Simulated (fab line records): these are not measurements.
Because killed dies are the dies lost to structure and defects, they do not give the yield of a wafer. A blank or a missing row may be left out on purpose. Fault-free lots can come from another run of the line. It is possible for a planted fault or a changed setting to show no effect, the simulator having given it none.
A struck lot beside a sound one    flow sfq line    42 steps out of a route of 325
Sound: these wafers, L573.1, L573.5, L573.6. Struck: wafers L578.4, L578.6 (left out: L578.3, a lot-mate that was not struck); the cause follows at the end.
For every step that has rows: the tool of each side, followed by ch and its chambers, followed by its first start. Under that, the readings that differ: sound wafers    struck wafers    difference of the means    sigmas: that difference in standard deviations of wafers without a fault.
alike: same words and numbers on both sides, and readings whose means sit less than 2 such deviations apart. not compared: any withheld reading, any reading some wafer has no value for, any bound like >300 that may hide the same value, and any number with overlapping values for which the record gives no deviation.
Wherever a step has rows on one side only, a row that says differs or no value, or a row with sigmas, the two part there. Numbers that have no deviation but don't overlap get no sigmas and don't part them. A reading that every wafer of one side lacks parts them only if that side has two wafers or more.

first, 6 steps without rows for these wafers: SFQ_TRILAYER_M0_LITHO_COAT_026 (resist thk 62 nm); SFQ_TRILAYER_M0_LITHO_COAT_021 (resist thk 600 nm); SFQ_TRILAYER_M0_LITHO_SOFTBAKE_025; SFQ_TRILAYER_M0_LITHO_EXPOSE_022 (exposes mask M0, target cd 500 nm); SFQ_TRILAYER_M0_LITHO_PEB_024 (peb time 60 s); SFQ_TRILAYER_M0_LITHO_DEVELOP_023 (time 60 s).
SFQ_M0_OVL_MEAS_906:
  struck on overlay-02, day 9 03:25; sound on overlay-01, day 7 19:29
  alike: M0_OVL
SFQ_TRILAYER_M0_BARC_OPEN_METAL_ETCH_031: etches BARC in O2, target depth 125 nm, time 41.7 s.
  sound on rie metal-03 ch 0,1, day 7 19:32; struck on rie metal-01 ch 0,1, day 9 03:27
  alike: drypump motor current A, oes product au
  not compared: rf hours counter h
SFQ_TRILAYER_M0_ETCH_METAL_ETCH_024: etches Nb in Cl2/Ar, stops on SiO2, target depth 240 nm, time 120 s.
  sound on rie metal-03 ch 0,1, day 7 19:35; struck on rie metal-01 ch 0,1, day 9 03:32
  alike: drypump motor current A, oes product au
  not compared: rf hours counter h
SFQ_TRILAYER_M0_STRIP_STRIP_025: strips in O2.
  sound on rie metal-03 ch 0,1, day 7 19:43; struck on rie metal-01 ch 0,1, day 9 03:49
  alike: drypump motor current A, oes product au
  not compared: rf hours counter h
then, 1 step without rows for these wafers: SFQ_TRILAYER_M0_STRIP_SOLV_CLEAN_026 (cleans in NMP, time 600 s).
SFQ_TRILAYER_I0_DEP_PECVD_027: deposits SiO2 from SiH4/N2O, time 111.11 s, target thk 500 nm.
  sound on pecvd-03 ch 1,2, day 7 20:29; struck on pecvd-02 ch 0,1, day 9 04:34
  alike: heater power w, throttle valve pct
SFQ_TRILAYER_I0_CMP_CMP_028: polishes SiO2.
  sound on cmp-02 ch 0,1,2, day 7 23:27; struck on cmp-02 ch 0,3, day 9 09:48
reading                                              sound              struck       difference  sigmas
time to endpoint s (s)                               215 212 216        183 188      -29         -4
model.SiO2_of_TRILAYER_I0_DEP_PECVD_027.thk nm (nm)  201.4 201.2 200.6  250.8 250.3  +49.5       
  alike: motor current A, platen rpm
SFQ_I0_BOW_MEAS_907:
  struck on film metro-03, day 9 11:20; sound on film metro-01, day 8 01:27
  alike: I0_BOW
SFQ_TRILAYER_I0_METRO_MEASURE_029:
  struck on film metro-03, day 9 11:49; sound on film metro-01, day 8 01:34
reading      sound              struck       difference  sigmas
thk nm (nm)  201.3 201.2 200.7  250.8 250.6  +49.6       +50
then, 6 steps without rows for these wafers: SFQ_TRILAYER_I0_VIA_LITHO_COAT_036 (resist thk 62 nm); SFQ_TRILAYER_I0_VIA_LITHO_COAT_031 (resist thk 650 nm); SFQ_TRILAYER_I0_VIA_LITHO_SOFTBAKE_035; SFQ_TRILAYER_I0_VIA_LITHO_EXPOSE_032 (exposes mask I0, target cd 500 nm); SFQ_TRILAYER_I0_VIA_LITHO_PEB_034 (peb time 60 s); SFQ_TRILAYER_I0_VIA_LITHO_DEVELOP_033 (time 60 s).
-- the record jumps here: 4 days lie between the struck wafers' starts before and after --
SFQ_I0_OVL_MEAS_908:
  struck on overlay-02, day 13 20:43; sound on overlay-01, day 11 21:31
  alike: I0_OVL
then, 1 step without rows for these wafers: SFQ_TRILAYER_I0_VIA_BARC_OPEN_VIA_ETCH_046 (etches BARC in O2, target depth 125 nm, time 41.7 s).
SFQ_TRILAYER_I0_VIA_ETCH_VIA_ETCH_034: etches SiO2 in CHF3, stops on Nb, target depth 260 nm.
  sound on rie diel-02 ch 0,3, day 11 21:35; struck on rie diel-02 ch 1,3, day 13 20:47
reading                         sound              struck       difference  sigmas
oes product au (a.u.)           0.851 0.853 0.858  0.972 0.966  +0.115      +24
model.I0.feature depth nm (nm)  201.4 201.2 200.6  250.8 250.3  +49.5       
model.etch.depth nm (nm)        201.4 201.2 200.6  250.8 250.3  +49.5       
  alike: drypump motor current A
then, 2 steps without rows for these wafers: SFQ_TRILAYER_I0_VIA_STRIP_STRIP_035 (strips in O2); SFQ_TRILAYER_I0_VIA_STRIP_SOLV_CLEAN_036 (cleans in NMP, time 600 s).
SFQ_TRILAYER_M1_DEP_PRE_CLEAN_038: time 22.5 s.
  struck on pvd sputter-06, day 13 21:41; sound on pvd sputter-03, day 11 22:40
reading                                              sound              struck       difference  sigmas
model.SiO2_of_TRILAYER_I0_DEP_PECVD_027.thk nm (nm)  193.9 193.7 193.1  243.3 242.8  +49.5       
then, 1 step without rows for these wafers: SFQ_TRILAYER_M1_DEP_SPUTTER_037 (material Nb, target thk 200 nm, time 133.3 s).
SFQ_M1_RS_MEAS_909: uses a four-point probe to measure.
  struck on film metro-02, day 13 21:50; sound on film metro-01, day 11 22:47
  alike: M1_NB_RS
then, 6 steps without rows for these wafers: SFQ_TRILAYER_M1_LITHO_COAT_044 (resist thk 62 nm); SFQ_TRILAYER_M1_LITHO_COAT_039 (resist thk 600 nm); SFQ_TRILAYER_M1_LITHO_SOFTBAKE_043; SFQ_TRILAYER_M1_LITHO_EXPOSE_040 (exposes mask M1, target cd 500 nm); SFQ_TRILAYER_M1_LITHO_PEB_042 (peb time 60 s); SFQ_TRILAYER_M1_LITHO_DEVELOP_041 (time 60 s).
SFQ_M1_OVL_MEAS_911:
  struck on overlay-02, day 14 15:43; sound on overlay-02, day 13 02:18
  alike: M1_OVL
SFQ_TRILAYER_M1_BARC_OPEN_METAL_ETCH_054: etches BARC in O2, target depth 125 nm, time 41.7 s.
  sound on rie metal-02 ch 0,1, day 13 02:20; struck on rie metal-02 ch 0, day 14 15:46
  alike: drypump motor current A, oes product au
  not compared: rf hours counter h
then, 4 steps without rows for these wafers: SFQ_TRILAYER_M1_ETCH_METAL_ETCH_042 (etches Nb in Cl2/Ar, stops on SiO2, target depth 240 nm, time 120 s); SFQ_TRILAYER_M1_STRIP_STRIP_043 (strips in O2); SFQ_TRILAYER_M1_STRIP_SOLV_CLEAN_044 (cleans in NMP, time 600 s); SFQ_TRILAYER_I1_DEP_PECVD_045 (deposits SiO2 from SiH4/N2O, time 111.11 s, target thk 500 nm).
-- the record jumps here: 75 days lie between the struck wafers' starts before and after --
SFQ_M8_BOW_MEAS_951:
  struck on film metro-02, day 89 12:44; sound on film metro-03, day 85 08:40
reading                  sound              struck       difference  sigmas
model.etest.i0.link ohm  1.985 1.966 1.976  2.014 2.007  +0.035      
  alike: M8_BOW

## WHERE THEY PART
Earliest at SFQ_TRILAYER_I0_CMP_CMP_028; latest, in this record, at SFQ_TRILAYER_I0_VIA_ETCH_VIA_ETCH_034. Later steps at which nothing parts them and some readings are alike: SFQ_M1_RS_MEAS_909, SFQ_M1_OVL_MEAS_911, SFQ_TRILAYER_M1_BARC_OPEN_METAL_ETCH_054, SFQ_M8_BOW_MEAS_951.

WHY: what had been put in by the simulator
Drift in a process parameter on cmp-02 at SFQ_TRILAYER_I0_CMP_CMP_028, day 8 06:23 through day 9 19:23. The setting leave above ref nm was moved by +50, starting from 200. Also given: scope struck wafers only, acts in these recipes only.
